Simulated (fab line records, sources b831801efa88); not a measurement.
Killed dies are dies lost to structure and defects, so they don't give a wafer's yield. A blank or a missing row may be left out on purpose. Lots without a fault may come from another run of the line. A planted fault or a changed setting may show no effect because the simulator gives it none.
fab line records | flow sky130
record lots=7 wafers=18 last_day=50
route steps=708 shown PWDE@46 NWELL@56 PAD_OPEN@708
lots that met no fault: from a run of the same line without faults
start_h: hours from the record's first day to the start of the lot's first wafer shown | wait_h: hours since the lot's step before | " the same as in the row above | L1.1+2: a row that stands for several wafers | - no value, or no start given | * or withheld: withheld | < > ~ a bound
route shown NAME@n: a module of which the file shows steps, and the number in the route of the first | usual: mean/standard deviation of fault-free wafers | same: alike in all rows | chamber/n: place in a boat | sites: the reading at each site | _std_site: their standard deviation | _edge_site: outer sites' mean less inner sites' | radius_mm: how far each site lies from the wafer's centre | mask NAME#n: copy n | behind: the tool/chamber that last shaped the wafer | hold: why the lot was held/for how many hours/how that ended | device: the transistor (n, p or np) that didn't switch | end of line: the same wafers' tests at the end of the route | a step without rows: its recipe alone | killed: dies lost to structure and defects at the first sort, not the wafer's yield | map: a wafer's dies, x killed, . not, _ none there
set.NAME: the setting as run; set.NAME@STEP: as run at that earlier step | model.NAME: the simulator's own value behind a step, which no gauge read
lots at some steps of the route; a table a step, a row a wafer
services: from which hour (start_h, from the record's first day; less than 0 if before it) a tool's chamber was out of use, for how many hours, and why
## steps
# step SKY_PWDE_HMDS_01
# recipe prime_time_s=60 prime_temp_c=120
# step SKY_PWDE_COAT_02
# recipe spin_rpm=2000 resist_thk_nm=3000
# step SKY_PWDE_SOFTBAKE_03
# recipe temp_c=110 time_s=withheld
# step SKY_PWDE_EXPOSE_04
# recipe mask_id=PWDEM na=0.6 source_shape=conventional sigma_outer=0.6 polarization=unpolarized target_cd_nm=840 dose_mj=214
# step SKY_PWDE_PEB_05
# recipe temp_c=115 time_s=withheld
# step SKY_PWDE_DEVELOP_06
# recipe wall_angle_deg=90 developer=TMAH develop_time_s=60 dev_temp_c=23
# step SKY_PWDE_OVL_MEAS_07
# usual PWDE_OVL=-0.2/1.4
# columns lot.wafer tool chamber start_h wait_h PWDE_OVL[nm]
L593.1 overlay-02 - 76.48 - 2.0
L593.4 " - " " 1.8
L593.5 " - " " -1.2
L594.1 overlay-02 - 82.35 - -1.0
L594.4 " - " " -1.1
L594.6 " - " " -1.7
L601.4 overlay-01 - 120.43 - 1.2
L601.6 " - " " 0.4
L602.1 overlay-02 - 127.93 - 1.5
L602.6 " - " " -0.3
L604.5 overlay-02 - 136.90 - -2.5
L604.6 " - " " -3.1
L612.3 overlay-02 - 182.54 - 1.1
L612.5 " - " " 0.4
L612.6 " - " " 0.1
L613.1 overlay-02 - 189.34 - -1.1
L613.4 " - " " 1.0
L613.5 " - " " 4.2
# step SKY_PWDE_IMPLANT_08
# recipe species=B energy_kev=150 dose_cm2=3.6e+12 tilt_deg=withheld
# step SKY_PWDE_STRIP_09
# recipe chemistry=O2/N2 power_w=1400 pressure_mtorr=1500 platen_temp_c=withheld o2_flow_sccm=3000 n2_flow_sccm=300 overash_fraction=0.5
# usual drypump_motor_current_A=5.7/0.37 oes_product_au=0.723/0.0047 strip_time_to_endpoint_s=36.89/0.11
# columns lot.wafer tool chamber start_h wait_h drypump_motor_current_A oes_product_au rf_hours_counter_h strip_time_to_endpoint_s
L593.1 plasma_asher-04 0 76.66 0.1 6.3 0.731 38 36.95
L593.4 " 1 " " 5.2 0.727 - 36.87
L593.5 " 1 " " 5.1 0.725 - 37.01
L594.1 plasma_asher-01 0 82.53 0.1 5.2 0.723 40 36.82
L594.4 " 1 " " 5.7 0.722 - 36.71
L594.6 " 0 " " 5.2 0.719 - 36.82
L601.4 plasma_asher-01 0 120.63 0.1 5.1 0.722 - 36.82
L601.6 " 0 " " 5.1 0.715 - 37.00
L602.1 plasma_asher-01 1 128.11 0.1 5.7 0.719 1 36.89
L602.6 " 1 " " 5.7 0.722 - 36.94
L604.5 plasma_asher-02 0 137.13 0.1 5.7 0.722 - 36.89
L604.6 " 1 " " 6.1 0.719 - 36.86
L612.3 plasma_asher-01 1 182.74 0.1 5.7 0.724 - 36.71
L612.5 " 0 " " 5.2 0.728 - 36.94
L612.6 " 1 " " 5.7 0.724 - 36.87
L613.1 plasma_asher-02 0 189.53 0.1 5.7 0.726 51 37.07
L613.4 " 0 " " 5.7 0.727 - 37.05
L613.5 " 0 " " 5.7 0.729 - 37.01
# step SKY_PWDE_TW_MEAS_10
# usual PWDE_TW=373.5/2.8
# columns lot.wafer tool chamber start_h wait_h PWDE_TW
L593.1 film_metro-02 - 76.76 0.1 375.3
L593.4 " - " " 375.7
L593.5 " - " " 373.5
L594.1 film_metro-03 - 82.63 0.1 369.9
L594.4 " - " " 369.0
L594.6 " - " " 369.5
L601.4 film_metro-01 - 120.73 0.1 373.7
L601.6 " - " " 375.0
L602.1 film_metro-02 - 128.21 0.1 376.7
L602.6 " - " " 375.8
L604.5 film_metro-01 - 137.20 0.0 375.6
L604.6 " - " " 374.4
L612.3 film_metro-03 - 182.83 0.1 367.9
L612.5 " - " " 370.6
L612.6 " - " " 370.6
L613.1 film_metro-01 - 189.63 0.1 373.4
L613.4 " - " " 375.3
L613.5 " - " " 375.4
# step SKY_NWELL_DEHYDRATE_03
# recipe temp_c=200 time_s=60
# step SKY_NWELL_HMDS_04
# recipe prime_time_s=60 prime_temp_c=120
# step SKY_NWELL_COAT_05
# recipe spin_rpm=2000 resist_thk_nm=3000
# columns lot.wafer tool chamber start_h wait_h model.coat_of_NWELL_COAT_05.thk_nm
L593.1 litho_track-04 0 85.23 0.1 3005
L593.4 " 0 " " 2998
L593.5 " 0 " " 3003
L594.1 litho_track-01 0 91.20 0.1 2969
L594.4 " 0 " " 2975
L594.6 " 0 " " 2974
L601.4 litho_track-01 0 130.27 0.1 2999
L601.6 " 0 " " 1838
L602.1 litho_track-01 0 138.10 0.1 2995
L602.6 " 0 " " 1844
L604.5 litho_track-01 0 146.30 0.1 1841
L604.6 " 0 " " 1837
L612.3 litho_track-02 0 192.71 0.1 2994
L612.5 " 0 " " 2988
L612.6 " 0 " " 3000
L613.1+5 litho_track-04 0 199.58 0.1 3005
L613.4 " 0 " " 3006
# step SKY_NWELL_SOFTBAKE_06
# recipe temp_c=110 time_s=withheld
# step SKY_NWELL_EXPOSE_07
# recipe mask_id=NWM na=0.6 source_shape=conventional sigma_outer=0.6 polarization=unpolarized target_cd_nm=840 dose_mj=255
# step SKY_NWELL_PEB_08
# recipe temp_c=115 time_s=withheld
# step SKY_NWELL_DEVELOP_09
# recipe wall_angle_deg=90 developer=TMAH develop_time_s=60 dev_temp_c=23
# columns lot.wafer tool chamber start_h wait_h model.coat_of_NWELL_COAT_05.thk_nm
L593.1 litho_track-01 0 - - 3001
L593.4 " 0 " " 2994
L593.5 " 0 " " 2999
L594.1 litho_track-01 0 - - 2965
L594.4 " 0 " " 2971
L594.6 " 0 " " 2970
L601.4 litho_track-04 0 - - 2995
L601.6 " 0 " " 1834
L602.1 litho_track-04 0 - - 2991
L602.6 " 0 " " 1840
L604.5 litho_track-01 0 - - 1837
L604.6 " 0 " " 1833
L612.3 litho_track-01 0 - - 2989
L612.5 " 0 " " 2984
L612.6 " 0 " " 2996
L613.1+4 litho_track-04 0 - - 3001
L613.5 " 0 " " 3000
# step SKY_NWELL_OVL_MEAS_10
# usual NWELL_00_OVL=-1.2/1.5
# columns lot.wafer tool chamber start_h wait_h NWELL_00_OVL[nm]
L593.1 overlay-02 - 94.90 - 0.0
L593.4 " - " " -0.5
L593.5 " - " " -0.6
L594.1 overlay-02 - 101.20 - -0.8
L594.4 " - " " 0.9
L594.6 " - " " -1.3
L601.4 overlay-02 - 140.24 - -0.6
L601.6 " - " " -1.8
L602.1 overlay-01 - 147.68 - -1.1
L602.6 " - " " -0.6
L604.5 overlay-01 - 156.47 - -3.8
L604.6 " - " " -2.2
L612.3 overlay-01 - 203.66 - -1.9
L612.5 " - " " -1.2
L612.6 " - " " -1.5
L613.1 overlay-02 - 210.68 - -0.9
L613.4 " - " " -0.8
L613.5 " - " " 0.2
# step SKY_NWELL_IMPLANT_11
# recipe species=P energy_kev=400 dose_cm2=1.9e+13 tilt_deg=withheld
# step SKY_NWELL_IMPLANT_12
# recipe species=P energy_kev=120 dose_cm2=1.3e+12 tilt_deg=withheld
# step SKY_NWELL_IMPLANT_13
# recipe species=P energy_kev=50 dose_cm2=7e+11 tilt_deg=withheld
# step SKY_NWELL_STRIP_14
# recipe chemistry=O2/N2 power_w=1400 pressure_mtorr=1500 platen_temp_c=withheld o2_flow_sccm=3000 n2_flow_sccm=300 overash_fraction=0.5
# usual drypump_motor_current_A=6.0/0.44 oes_product_au=0.722/0.0049 strip_time_to_endpoint_s=36.87/0.12
# columns lot.wafer tool chamber start_h wait_h drypump_motor_current_A oes_product_au rf_hours_counter_h strip_time_to_endpoint_s
L593.1 plasma_asher-03 0 95.38 0.1 6.3 0.721 26 36.97
L593.4 " 1 " " 6.5 0.720 - 36.88
L593.5 " 1 " " 6.4 0.716 - 36.92
L594.1 plasma_asher-03 0 101.68 0.1 6.3 0.720 27 36.55
L594.4 " 1 " " 6.5 0.727 - 36.63
L594.6 " 0 " " 6.3 0.719 - 36.61
L601.4 plasma_asher-04 1 140.75 0.1 5.2 0.718 - 36.90
L601.6 " 1 " " 5.2 0.719 - 23.46
L602.1 plasma_asher-02 1 148.16 0.1 6.1 0.724 47 36.84
L602.6 " 0 " " 5.7 0.721 - 23.52
L604.5 plasma_asher-02 0 157.00 0.1 5.7 0.713 - 23.50
L604.6 " 1 " " 6.1 0.721 - 23.44
L612.3 plasma_asher-04 1 204.16 0.1 5.2 0.717 - 36.83
L612.5 " 0 " " 6.3 0.717 - 36.77
L612.6 " 1 " " 5.2 0.718 - 36.91
L613.1 plasma_asher-04 0 211.16 0.1 6.3 0.728 51 36.98
L613.4 " 0 " " 6.3 0.727 - 36.99
L613.5 " 1 " " 5.2 0.716 - 36.95
# step SKY_NWELL_TW_MEAS_15
# usual NWELL_TW=1817/14
# columns lot.wafer tool chamber start_h wait_h NWELL_TW
L593.1 film_metro-01 - 95.48 0.1 1819
L593.4 " - " " 1821
L593.5 " - " " 1817
L594.1 film_metro-02 - 101.78 0.1 1826
L594.4 " - " " 1828
L594.6 " - " " 1839
L601.4 film_metro-03 - 140.84 0.1 1811
L601.6 " - " " 1809
L602.1 film_metro-02 - 148.26 0.1 1826
L602.6 " - " " 1830
L604.5 film_metro-03 - 157.07 0.0 1805
L604.6 " - " " 1801
L612.3 film_metro-02 - 204.25 0.1 1824
L612.5 " - " " 1838
L612.6 " - " " 1825
L613.1 film_metro-02 - 211.26 0.1 1826
L613.4 " - " " 1814
L613.5 " - " " 1823
# step SKY_PAD_OPEN_PROBE_99
# usual killed_at_M0_to_M3=43/6.7 killed_at_M4_up=3.2/2.1 killed_at_contacts=25/5.9 killed_at_front_end=16/4.7 killed_at_other=0.3/0.54 killed_dies=87/9.8 killed_open=47/6.7 killed_short=40/6.5
# same gross_dies=492 killed_at_back_side=0
# columns lot.wafer tool chamber start_h wait_h killed_at_M0_to_M3 killed_at_M4_up killed_at_contacts killed_at_front_end killed_at_other killed_dies killed_open killed_short model.etest.pfet_16v.r_on_ohm_um model.etest.nfet_16v.r_on_ohm_um model.etest.res_nwell.line_ohm_um model.etest.res_nwell.width_nm model.etest.res_iso_pwell.width_nm model.etest.pfet_16v.drive_ua_um model.etest.iso_nwell_nwell.leak_log10_a_um
L593.1 prober-01 - 1096.91 0.1 54 0 36 15 0 105 58 46 1.507e+04 1.418e+04 1129 835.2 2649 247.2 -13.57
L593.4 prober-01 - 1097.06 0.2 46 4 28 23 0 101 47 54 1.528e+04 1.405e+04 1144 840.2 2651 245.8 -13.58
L593.5 prober-01 - 1097.11 0.2 53 2 30 25 0 110 49 59 1.446e+04 1.383e+04 1088 837.8 2648 252.5 -13.6
L594.1 prober-01 - 1106.25 0.1 57 2 19 23 0 101 53 48 1.55e+04 1.394e+04 1184 841.7 2630 241.3 -13.74
L594.4 prober-01 - 1106.40 0.2 38 2 25 26 1 92 41 51 1.517e+04 1.383e+04 1143 846.3 2642 246.2 -13.87
L594.6 prober-01 - 1106.50 0.2 40 6 23 19 0 88 44 44 1.516e+04 1.393e+04 1139 839.2 2648 247.2 -13.54
L601.4 prober-01 - 1137.44 0.2 49 3 24 16 0 92 51 41 1.518e+04 1.405e+04 1108 840.5 2642 244.3 -13.53
L601.6 prober-01 - 1137.54 0.2 36 2 18 15 0 71 35 35 1.55e+04 1.361e+04 997.7 927.9 2592 235.2 -12.7
L602.1 prober-02 - 1145.13 0.1 43 3 24 16 0 86 43 42 1.497e+04 1.428e+04 1041 853.4 2642 245.2 -12.89
L602.6 prober-02 - 1145.38 0.2 43 5 29 21 0 98 51 46 1.639e+04 1.405e+04 989.6 942.3 2590 227.9 -12.15
L604.5 prober-02 - 1150.89 0.2 44 2 27 23 1 97 50 47 1.579e+04 1.377e+04 1008 923.5 2582 229.3 -13.07
L604.6 prober-02 - 1150.94 0.2 42 3 29 15 1 90 45 45 1.581e+04 1.36e+04 1016 929 2585 232.6 -12.98
L612.3 prober-02 - 1188.95 0.2 48 7 17 16 0 88 41 47 1.504e+04 1.373e+04 1192 825.5 2644 244.6 -13.76
L612.5 prober-02 - 1189.05 0.2 24 3 19 12 0 58 40 18 1.503e+04 1.368e+04 1196 832.7 2660 245 -13.83
L612.6 prober-02 - 1189.10 0.2 38 11 22 20 0 91 46 45 1.496e+04 1.379e+04 1156 826.2 2647 243.5 -13.76
L613.1 prober-01 - 1197.75 0.1 52 2 23 14 2 93 52 40 1.525e+04 1.407e+04 1147 836.6 2652 246.9 -13.54
L613.4 prober-01 - 1197.90 0.2 41 3 19 26 0 89 39 50 1.498e+04 1.413e+04 1128 835.6 2647 247.4 -13.64
L613.5 prober-01 - 1197.95 0.2 43 1 15 16 1 76 41 35 1.519e+04 1.421e+04 1136 829.9 2627 245.3 -13.64
# killed by level:class
L593.1 LI_CONTACT:geometric_particle:open=9 CONTACT:geometric_particle:open=9 VIA1:geometric_particle:open=9 VIA2:geometric_particle:open=9 VIA3:geometric_particle:open=9 CONTACT:geometric_particle:short=8 LI_CONTACT:geometric_particle:short=6 METAL1:geometric_particle:short=6
L593.4 VIA3:geometric_particle:open=9 METAL2:geometric_particle:short=9 LI_CONTACT:geometric_particle:open=8 LI_CONTACT:geometric_particle:short=7 VIA1:geometric_particle:open=7 CONTACT:geometric_particle:open=6 VIA1:geometric_particle:short=6 METAL3:geometric_particle:short=6
L593.5 METAL1:geometric_particle:short=12 VIA2:geometric_particle:open=9 LI_CONTACT:geometric_particle:open=9 METAL2:geometric_particle:short=9 CONTACT:geometric_particle:open=8 LI_CONTACT:geometric_particle:short=8 POLY_GATE:geometric_particle:open=7 POLY_GATE:geometric_particle:short=7
L594.1 VIA1:geometric_particle:open=18 METAL2:geometric_particle:short=10 FIELD_ISO:geometric_particle:open=9 VIA1:geometric_particle:short=6 LOCAL_INTERCONNECT:geometric_particle:short=5 FIELD_ISO:geometric_particle:short=4 LI_CONTACT:geometric_particle:open=4 CONTACT:geometric_particle:short=4
L594.4 VIA1:geometric_particle:open=9 VIA1:geometric_particle:short=9 POLY_GATE:geometric_particle:open=7 SPACER:geometric_particle:short=7 LI_CONTACT:geometric_particle:short=6 CONTACT:geometric_particle:open=6 FIELD_ISO:geometric_particle:short=5 CONTACT:geometric_particle:short=5
L594.6 LI_CONTACT:geometric_particle:open=9 VIA1:geometric_particle:open=8 FIELD_ISO:geometric_particle:short=7 VIA2:geometric_particle:open=6 VIA1:geometric_particle:short=6 FIELD_ISO:geometric_particle:open=5 CONTACT:geometric_particle:open=5 METAL1:geometric_particle:short=5
L601.4 VIA1:geometric_particle:open=17 CONTACT:geometric_particle:open=9 CONTACT:geometric_particle:short=8 VIA2:geometric_particle:open=7 FIELD_ISO:geometric_particle:open=5 FIELD_ISO:geometric_particle:short=4 POLY_GATE:geometric_particle:short=4 VIA1:geometric_particle:short=4
L601.6 CONTACT:geometric_particle:open=10 METAL1:geometric_particle:short=7 LOCAL_INTERCONNECT:geometric_particle:short=5 VIA1:geometric_particle:short=5 POLY_GATE:geometric_particle:open=4 VIA1:geometric_particle:open=4 METAL2:geometric_particle:short=4 POLY_GATE:geometric_particle:short=3
L602.1 VIA2:geometric_particle:open=10 CONTACT:geometric_particle:open=9 CONTACT:geometric_particle:short=7 METAL2:geometric_particle:short=7 VIA1:geometric_particle:short=6 VIA3:geometric_particle:open=6 POLY_GATE:geometric_particle:short=5 LI_CONTACT:geometric_particle:open=5
L602.6 VIA1:geometric_particle:open=15 METAL2:geometric_particle:short=9 CONTACT:geometric_particle:open=8 VIA2:geometric_particle:open=8 FIELD_ISO:geometric_particle:short=6 LI_CONTACT:geometric_particle:open=6 CONTACT:geometric_particle:short=6 LOCAL_INTERCONNECT:geometric_particle:short=5
L604.5 CONTACT:geometric_particle:open=12 FIELD_ISO:geometric_particle:open=7 VIA1:geometric_particle:open=7 FIELD_ISO:geometric_particle:short=6 VIA3:geometric_particle:open=6 POLY_GATE:geometric_particle:short=6 VIA2:geometric_particle:open=6 LI_CONTACT:geometric_particle:open=5
L604.6 CONTACT:geometric_particle:open=10 VIA1:geometric_particle:open=8 CONTACT:geometric_particle:short=8 FIELD_ISO:geometric_particle:open=7 VIA2:geometric_particle:open=7 LI_CONTACT:geometric_particle:open=6 METAL1:geometric_particle:short=6 VIA1:geometric_particle:short=5
L612.3 METAL1:geometric_particle:short=9 VIA2:geometric_particle:open=9 CONTACT:geometric_particle:open=7 METAL4:geometric_particle:short=7 VIA1:geometric_particle:open=5 VIA3:geometric_particle:open=5 POLY_GATE:geometric_particle:open=4 CONTACT:geometric_particle:short=4
L612.5 LI_CONTACT:geometric_particle:open=12 VIA1:geometric_particle:open=7 CONTACT:geometric_particle:open=6 FIELD_ISO:geometric_particle:open=3 POLY_GATE:geometric_particle:short=3 POLY_GATE:geometric_particle:open=3 VIA2:geometric_particle:open=3 METAL1:geometric_particle:short=3
L612.6 CONTACT:geometric_particle:open=10 VIA1:geometric_particle:open=10 METAL2:geometric_particle:short=8 METAL4:geometric_particle:short=7 FIELD_ISO:geometric_particle:open=6 POLY_GATE:geometric_particle:short=5 POLY_GATE:geometric_particle:open=5 FIELD_ISO:geometric_particle:short=4
L613.1 VIA1:geometric_particle:open=11 VIA3:geometric_particle:open=10 LI_CONTACT:geometric_particle:open=9 CONTACT:geometric_particle:open=9 METAL2:geometric_particle:short=9 FIELD_ISO:geometric_particle:short=6 VIA1:geometric_particle:short=6 METAL1:geometric_particle:short=5
L613.4 FIELD_ISO:geometric_particle:short=12 VIA3:geometric_particle:open=8 VIA1:geometric_particle:open=7 CONTACT:geometric_particle:open=6 POLY_GATE:geometric_particle:short=5 VIA1:geometric_particle:short=5 VIA3:geometric_particle:short=5 LI_CONTACT:geometric_particle:open=4
L613.5 VIA1:geometric_particle:open=11 METAL2:geometric_particle:short=8 LI_CONTACT:geometric_particle:open=6 CONTACT:geometric_particle:open=5 METAL1:geometric_particle:short=5 FIELD_ISO:geometric_particle:open=4 VIA2:geometric_particle:open=4 VIA3:geometric_particle:open=4
## services
# columns tool chamber start_h hours kind
plasma_asher-03 - 61.59 1.3 repair
plasma_asher-01 - 108.75 9.0 pm
plasma_asher-01 0 108.75 9.0 vent_cycle
plasma_asher-01 1 108.75 9.0 vent_cycle
plasma_asher-01 0 117.75 - clean
plasma_asher-01 1 117.75 - clean
litho_track-01 - 120.61 - consumable_replace:filter
plasma_asher-04 - 120.87 2.1 repair
## key
first_sign step=SKY_NWELL_STRIP_14 reading=strip_time_to_endpoint_s direction=down sigmas=99+ usual=* struck=*
effect none on later readings
model_effect step=SKY_NWELL_COAT_05 value=coat_of_NWELL_COAT_05.thk_nm without=2996 struck=1840
model_effect step=SKY_NWELL_DEVELOP_09 value=coat_of_NWELL_COAT_05.thk_nm without=2991 struck=1836
model_effect step=SKY_PAD_OPEN_PROBE_99 value=etest.pfet_16v.r_on_ohm_um without=1.526e+04 struck=1.587e+04
met_at SKY_NWELL_COAT_05
struck_wafers L601.6,L602.6,L604.5,L604.6
tester_left_out L601,L602,L604
onset_between 91.20 130.27
fault kind=process_parameter_drift tool=litho_track-01 chamber=- onset_h=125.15 steps=SKY_NWELL_COAT_05 channel=resist_thk_nm offset=-1157 shape=step end_h=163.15 scope=struck_wafers_only acts_in=these_recipes_only stated=3000
# tester_left_out: of these lots the tester's yield and bins aren't shown, on N5 and GAA mostly nor the transistor test; their killed dies are dies lost to structure and defects alone, not to doping, threshold or leakage, so they don't give the yield
